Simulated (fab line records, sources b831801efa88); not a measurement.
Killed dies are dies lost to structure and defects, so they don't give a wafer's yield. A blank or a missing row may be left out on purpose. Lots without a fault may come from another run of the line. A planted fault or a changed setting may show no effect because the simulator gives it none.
Which tool did it? | flow gf180mcu | 15 lots, 45 wafers sampled, at 5 steps of a route of 602

WHAT THE GAUGES READ, wafer by wafer
GF_PSD_CD_MEAS_07: target cd 400 nm. Usual: cd_nm 400.6 nm, standard deviation 2.7.
lot  | measured     | on        | cd_nm (nm)        | flag
L799 | day 13 22:32 | cd_sem-01 | 404.8 403.3 404.7 |
L801 | day 14 17:06 | cd_sem-02 | 398.1 398.9 398.5 |
L802 | day 15 00:48 | cd_sem-02 | 403.0 403.4 403.3 |
L803 | day 15 09:43 | cd_sem-01 | 401.9 402.3 400.2 |
L804 | day 15 16:02 | cd_sem-02 | 399.4 399.4 401.3 |
L807 | day 17 06:20 | cd_sem-02 | - - -             | OFF
L808 | day 18 00:34 | cd_sem-02 | - - -             | OFF
L809 | day 18 14:52 | cd_sem-01 | - - -             | OFF
L817 | day 20 13:17 | cd_sem-01 | 399.8 399.0 399.5 |
L816 | day 20 13:20 | cd_sem-02 | 395.2 398.4 397.0 |
L818 | day 20 20:28 | cd_sem-01 | 400.3 399.8 399.8 |
L819 | day 21 01:52 | cd_sem-02 | 400.8 400.4 400.7 |
L820 | day 21 10:50 | cd_sem-01 | 395.7 396.5 397.0 |
L821 | day 21 18:31 | cd_sem-02 | 400.5 401.3 400.5 |
L822 | day 22 03:59 | cd_sem-01 | 401.3 403.6 403.7 |

GF_V2_THK_MEAS_25: measures by xrf. Usual: V2_W_THK 355 nm, standard deviation 5.9.
lot  | measured     | on            | V2_W_THK (nm) | flag
L799 | day 19 22:07 | film_metro-03 | 369 352 351   |
L801 | day 20 20:46 | film_metro-04 | 346 345 347   |
L802 | day 21 06:19 | film_metro-04 | 346 349 361   |
L803 | day 21 13:28 | film_metro-01 | 362 360 349   |
L804 | day 21 20:28 | film_metro-01 | 360 356 362   |
L807 | day 23 12:09 | film_metro-04 | 354 363 365   |
L808 | day 24 07:43 | film_metro-04 | 361 361 364   |
L809 | day 24 19:55 | film_metro-03 | 364 364 364   |
L817 | day 26 14:18 | film_metro-04 | 358 355 358   |
L816 | day 26 13:01 | film_metro-04 | 363 356 353   |
L818 | day 26 21:44 | film_metro-03 | 349 355 358   |
L819 | day 27 01:11 | film_metro-01 | 346 350 351   |
L820 | day 27 07:53 | film_metro-03 | 347 352 358   |
L821 | day 27 16:24 | film_metro-04 | 358 353 357   |
L822 | day 28 00:48 | film_metro-01 | 362 354 347   |

WHICH TOOL RAN EACH LOT (tool, then ch and the chambers of the sampled wafers, then the start)
lot  | GF_PSD_COAT_02                    | GF_V1_CMP_26                  | GF_V2_SPUTTER_21
L799 | litho_track-04 ch 0, day 13 12:02 | cmp-01 ch 0,2,3, day 17 20:35 | pvd_sputter-02, day 19 21:46
L801 | litho_track-04 ch 0, day 14 06:18 | cmp-01 ch 1,2,3, day 18 17:57 | pvd_sputter-03, day 20 20:25
L802 | litho_track-03 ch 0, day 14 14:30 | cmp-01 ch 1,3, day 19 03:46   | pvd_sputter-02, day 21 05:59
L803 | litho_track-03 ch 0, day 14 22:27 | cmp-02 ch 0,1,2, day 19 10:44 | pvd_sputter-04, day 21 13:07
L804 | litho_track-03 ch 0, day 15 04:53 | cmp-02 ch 1,2, day 19 18:17   | pvd_sputter-03, day 21 20:07
L807 | litho_track-03, day 16 18:38      | cmp-02 ch 0,1,2, day 21 10:38 | pvd_sputter-04, day 23 11:49
L808 | litho_track-03, day 17 13:02      | cmp-01 ch 0,1, day 22 05:32   | pvd_sputter-02, day 24 07:16
L809 | litho_track-02, day 18 02:08      | cmp-02 ch 0,3, day 22 20:05   | pvd_sputter-03, day 24 19:26
L817 | litho_track-03 ch 0, day 20 01:08 | cmp-01 ch 0,1,2, day 24 16:41 | pvd_sputter-04, day 26 13:58
L816 | litho_track-04 ch 0, day 20 01:22 | cmp-02 ch 0,2,3, day 24 16:05 | pvd_sputter-02, day 26 12:41
L818 | litho_track-03 ch 0, day 20 08:41 | cmp-02 ch 1,2, day 25 00:33   | pvd_sputter-03, day 26 21:25
L819 | litho_track-04 ch 0, day 20 13:55 | cmp-01 ch 1,2,3, day 25 04:34 | pvd_sputter-02, day 27 00:51
L820 | litho_track-03 ch 0, day 20 22:27 | cmp-01 ch 1,3, day 25 11:54   | pvd_sputter-02, day 27 07:33
L821 | litho_track-03 ch 0, day 21 06:44 | cmp-02 ch 0,1,3, day 25 21:13 | pvd_sputter-04, day 27 16:04
L822 | litho_track-04 ch 0, day 21 15:57 | cmp-01 ch 0,1,3, day 26 04:57 | pvd_sputter-04, day 28 00:28
- GF_PSD_COAT_02: resist thk 1000 nm.
- GF_V1_CMP_26: polishes, stops on SiO2, t overpolish 15 s, target thk 0 nm.
- GF_V2_SPUTTER_21: material Ti, target thk 15 nm, time 80.02 s.

WHAT THE TOOLS THEMSELVES READ (means of the sampled wafers that have a number; where no wafer has one, the mark that the record gives instead)
GF_PSD_COAT_02. Usual: chill_plate_temp_C 23.00 C, standard deviation 0.11; dispense_pressure_kPa 52 kPa, standard deviation 3.1.
lot  | tool           | chill_plate_temp_C (C) | dispense_pressure_kPa (kPa) | flag
L799 | litho_track-04 | 22.97                  | 55                          |
L801 | litho_track-04 | 22.96                  | 55                          |
L802 | litho_track-03 | 23.02                  | 49                          |
L803 | litho_track-03 | 22.86                  | 49                          |
L804 | litho_track-03 | 22.80                  | 49                          |
L807 | litho_track-03 | -                      | -                           | OFF
L808 | litho_track-03 | -                      | -                           | OFF
L809 | litho_track-02 | -                      | -                           | OFF
L817 | litho_track-03 | 22.92                  | 49                          |
L816 | litho_track-04 | 22.91                  | 55                          |
L818 | litho_track-03 | 23.09                  | 49                          |
L819 | litho_track-04 | 23.01                  | 55                          |
L820 | litho_track-03 | 22.91                  | 49                          |
L821 | litho_track-03 | 23.08                  | 49                          |
L822 | litho_track-04 | 23.04                  | 55                          |

GF_V1_CMP_26. Usual: motor_current_A 12.1 A, standard deviation 1.2; overpolish_run_s 15.000 s, standard deviation 0.0082; time_to_endpoint_s 85 s, standard deviation 5.1.
lot  | tool   | motor_current_A (A) | overpolish_run_s (s) | time_to_endpoint_s (s) | flag
L799 | cmp-01 | 11.7                | 14.994               | 86                     |
L801 | cmp-01 | 12.8                | 14.999               | 84                     |
L802 | cmp-01 | 12.4                | 14.996               | 81                     |
L803 | cmp-02 | 11.3                | 15.009               | 90                     |
L804 | cmp-02 | 10.9                | 15.000               | 90                     |
L807 | cmp-02 | 11.3                | 14.996               | 82                     |
L808 | cmp-01 | 11.4                | 14.992               | 88                     |
L809 | cmp-02 | 12.5                | 15.000               | 83                     |
L817 | cmp-01 | 12.0                | 14.998               | 90                     |
L816 | cmp-02 | 12.3                | 14.999               | 84                     |
L818 | cmp-02 | 11.4                | 15.005               | 82                     |
L819 | cmp-01 | 12.6                | 15.003               | 83                     |
L820 | cmp-01 | 12.1                | 15.001               | 87                     |
L821 | cmp-02 | 12.1                | 14.997               | 74                     |
L822 | cmp-01 | 11.6                | 14.998               | 87                     |

GF_V2_SPUTTER_21. Usual: chamber_pressure_pa 5.000 Pa, standard deviation 0.011; throttle_valve_pct 29.8 %, standard deviation 0.83.
lot  | tool           | chamber_pressure_pa (Pa) | throttle_valve_pct (%) | flag
L799 | pvd_sputter-02 | 4.981                    | 29.4                   |
L801 | pvd_sputter-03 | 4.992                    | 30.2                   |
L802 | pvd_sputter-02 | 4.993                    | 29.1                   |
L803 | pvd_sputter-04 | 4.996                    | 31.0                   |
L804 | pvd_sputter-03 | 5.001                    | 30.0                   |
L807 | pvd_sputter-04 | 5.009                    | 31.0                   |
L808 | pvd_sputter-02 | 5.005                    | 29.0                   |
L809 | pvd_sputter-03 | 5.006                    | 30.0                   |
L817 | pvd_sputter-04 | 4.999                    | 30.3                   |
L816 | pvd_sputter-02 | 5.005                    | 29.6                   |
L818 | pvd_sputter-03 | 4.999                    | 30.5                   |
L819 | pvd_sputter-02 | 4.990                    | 29.4                   |
L820 | pvd_sputter-02 | 5.005                    | 29.4                   |
L821 | pvd_sputter-04 | 5.006                    | 30.0                   |
L822 | pvd_sputter-04 | 5.002                    | 30.9                   |

THE ANSWER, worked out from the rows above alone
Rule: a lot is off if the mean of its wafers that have a number lies more than 3 standard deviations from the usual mean. A lot without any number at a reading at which 4 lots or more have one is off too. The other lots that the step has rows for count as sound. The gauges are gone through in route order, then the tools' own readings, and for those a lot's mean is taken as printed above. The first step at which some lot is off is used, and at that step the reading that is off furthest; a lot without a number counts as furthest.
Off: L807, L808, L809, at GF_PSD_CD_MEAS_07 (cd_nm). Without a number there: L807, L808, L809.
A tool fits if, at a process step before that reading, it ran every lot that is off, and no sound lot after the first of them. The gauges at GF_PSD_CD_MEAS_07 aren't tried: what is off there is off at GF_PSD_COAT_02 too, on other tools, and a gauge's error can't cause that. None of those tried fits.

WHAT THE SIMULATOR HAD PUT IN
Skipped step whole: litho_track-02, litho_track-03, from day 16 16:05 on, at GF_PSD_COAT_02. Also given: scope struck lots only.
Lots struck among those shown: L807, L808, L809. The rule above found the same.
